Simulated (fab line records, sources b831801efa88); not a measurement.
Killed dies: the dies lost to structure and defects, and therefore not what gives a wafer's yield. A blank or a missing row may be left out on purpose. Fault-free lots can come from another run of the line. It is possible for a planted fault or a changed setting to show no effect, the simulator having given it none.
Split-lot trial :: flow sky130 :: route with 708 steps; 5 lots, 23 wafers read

## THE SPLIT
At SKY_METAL2_EXPOSE_12 (exposes mask MM2, target cd 140 nm), the setting dose_mj was moved away from the recipe's 28 on 4 of the 23 wafers read, by -5.8% to -2.4%. This setting was run at the recipe's value on the other wafers.

## FROM THE SPLIT TO THE READING: what the file shows between them, 2 steps
- SKY_METAL2_PEB_13
- SKY_METAL2_DEVELOP_14: develop time 60 s

## THE READING
cd_nm (nm) at SKY_METAL2_CD_MEAS_15, where the cd target is 140 nm. Fault-free wafers of this fab line usually give 140.3 nm, standard deviation 1.7 nm.

wafer: L074.1
tool, chamber at the split: krf_scanner-01, 0
dose_mj as run: 28
against the recipe: recipe
cd_nm, nm: 139.8
against lot-mates on the recipe: -

wafer: L074.2
tool, chamber at the split: krf_scanner-01, 0
dose_mj as run: 28
against the recipe: recipe
cd_nm, nm: 139.6
against lot-mates on the recipe: -

wafer: L074.3
tool, chamber at the split: krf_scanner-01, 0
dose_mj as run: 28
against the recipe: recipe
cd_nm, nm: 138.2
against lot-mates on the recipe: -

wafer: L074.4
tool, chamber at the split: krf_scanner-01, 0
dose_mj as run: 28
against the recipe: recipe
cd_nm, nm: 139.7
against lot-mates on the recipe: -

wafer: L074.6
tool, chamber at the split: krf_scanner-01, 0
dose_mj as run: 28
against the recipe: recipe
cd_nm, nm: 139.0
against lot-mates on the recipe: -

wafer: L075.1
tool, chamber at the split: krf_scanner-01, 0
dose_mj as run: 28
against the recipe: recipe
cd_nm, nm: 140.4
against lot-mates on the recipe: -

wafer: L075.3
tool, chamber at the split: krf_scanner-01, 0
dose_mj as run: 28
against the recipe: recipe
cd_nm, nm: 140.2
against lot-mates on the recipe: -

wafer: L075.4
tool, chamber at the split: krf_scanner-01, 0
dose_mj as run: 28
against the recipe: recipe
cd_nm, nm: 140.8
against lot-mates on the recipe: -

wafer: L075.5
tool, chamber at the split: krf_scanner-01, 0
dose_mj as run: 28
against the recipe: recipe
cd_nm, nm: 140.0
against lot-mates on the recipe: -

wafer: L075.6
tool, chamber at the split: krf_scanner-01, 0
dose_mj as run: 28
against the recipe: recipe
cd_nm, nm: 140.0
against lot-mates on the recipe: -

wafer: L076.1
tool, chamber at the split: krf_scanner-02, 0
dose_mj as run: 28
against the recipe: recipe
cd_nm, nm: 143.1
against lot-mates on the recipe: -

wafer: L076.2
tool, chamber at the split: krf_scanner-02, 0
dose_mj as run: 27.32
against the recipe: -2.4%
cd_nm, nm: 147.0
against lot-mates on the recipe: +4.5

wafer: L076.3
tool, chamber at the split: krf_scanner-02, 0
dose_mj as run: 27.32
against the recipe: -2.4%
cd_nm, nm: 146.3
against lot-mates on the recipe: +3.8

wafer: L076.5
tool, chamber at the split: krf_scanner-02, 0
dose_mj as run: 28
against the recipe: recipe
cd_nm, nm: 142.1
against lot-mates on the recipe: -

wafer: L076.6
tool, chamber at the split: krf_scanner-02, 0
dose_mj as run: 28
against the recipe: recipe
cd_nm, nm: 142.4
against lot-mates on the recipe: -

wafer: L077.1
tool, chamber at the split: krf_scanner-01, 0
dose_mj as run: 28
against the recipe: recipe
cd_nm, nm: 140.7
against lot-mates on the recipe: -

wafer: L077.2
tool, chamber at the split: krf_scanner-01, 0
dose_mj as run: 26.39
against the recipe: -5.8%
cd_nm, nm: 154.3
against lot-mates on the recipe: +13.3

wafer: L077.3
tool, chamber at the split: krf_scanner-01, 0
dose_mj as run: 26.39
against the recipe: -5.8%
cd_nm, nm: 152.7
against lot-mates on the recipe: +11.7

wafer: L077.4
tool, chamber at the split: krf_scanner-01, 0
dose_mj as run: 28
against the recipe: recipe
cd_nm, nm: 141.5
against lot-mates on the recipe: -

wafer: L077.6
tool, chamber at the split: krf_scanner-01, 0
dose_mj as run: 28
against the recipe: recipe
cd_nm, nm: 140.9
against lot-mates on the recipe: -

wafer: L081.1
tool, chamber at the split: krf_scanner-02, 0
dose_mj as run: 28
against the recipe: recipe
cd_nm, nm: 138.5
against lot-mates on the recipe: -

wafer: L081.2
tool, chamber at the split: krf_scanner-02, 0
dose_mj as run: 28
against the recipe: recipe
cd_nm, nm: 139.8
against lot-mates on the recipe: -

wafer: L081.3
tool, chamber at the split: krf_scanner-02, 0
dose_mj as run: 28
against the recipe: recipe
cd_nm, nm: 139.1
against lot-mates on the recipe: -

THE FIT
A straight line over all 23 wafers: cd_nm changes by -2.33 nm for each +1% of dose_mj; r = -0.96; the points scatter about the line by 1.2 nm.
The same after taking each lot's own level away (the mean of its wafers on the recipe; 23 wafers): -2.11 nm for each +1%; r = -0.99; scatter 0.6 nm.
Per that fit: largest dose_mj move, reading shift of 12 nm.
The span of the lots' own levels, 139.13 to 142.53 nm, comes to 2.0 times the standard deviation stated above.
Hence the slope depends on the lot-to-lot level, as the two fits are not the same.
Check: +11.2 nm against its lot-mates is what the line predicts for one of the wafers moved furthest among these (-5.8%) when that wafer is left out of the fit. Against them it came out at +13.3 nm.

## ADDITIONAL SPLITS CARRIED BY THESE WAFERS
Note: prior to the reading, these wafers also went through further splits. Each is held against what the fit with the lots' levels taken away leaves over:
other split on the same wafers: SKY_METAL1_COAT_10 resist_thk_nm
wafers away from the commonest value: 10
r with cd_nm (lot level and that fit taken away): -0.27

other split on the same wafers: SKY_VIA1_CMP_02 leave_above_ref_nm
wafers away from the commonest value: 11
r with cd_nm (lot level and that fit taken away): -0.02

other split on the same wafers: SKY_VIA1_DEVELOP_11 develop_time_s
wafers away from the commonest value: 8
r with cd_nm (lot level and that fit taken away): -0.06

other split on the same wafers: SKY_METAL2_SPUTTER_04 power_w
wafers away from the commonest value: 4
r with cd_nm (lot level and that fit taken away): +0.18

## THE WHOLE CHAIN: every reading that the file lists as answering this split, in the file's order
step: SKY_METAL2_CD_MEAS_15
what it does: target cd 140 nm
reading: cd_nm
change (the file's fit): -2.1 nm for each +1% of the setting
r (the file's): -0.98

step: SKY_METAL2_DESCUM_17
what it does: chemistry O2, time 8 s
reading: METAL2.cd_nm (the simulator's own value, which no gauge read)
change (the file's fit): -2.02 nm for each +1% of the setting
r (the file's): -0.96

step: SKY_METAL2_ETCH_18
what it does: etches BARC in N2/H2, stops on SiO2, time 47.96 s, target depth 60 nm
reading: METAL2.cd_nm (the simulator's own value, which no gauge read)
change (the file's fit): -1.95 nm for each +1% of the setting
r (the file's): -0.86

step: SKY_METAL2_METAL_ETCH_19
what it does: etches the open film in Cl2/BCl3, stops on SiO2, target depth 360 nm, time 78 s
reading: METAL2.cd_nm (the simulator's own value, which no gauge read)
change (the file's fit): -2.28 nm for each +1% of the setting
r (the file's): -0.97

## FILE'S OWN FIT
cd_nm changes by -2.1 nm for each +1% of dose_mj, r = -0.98.
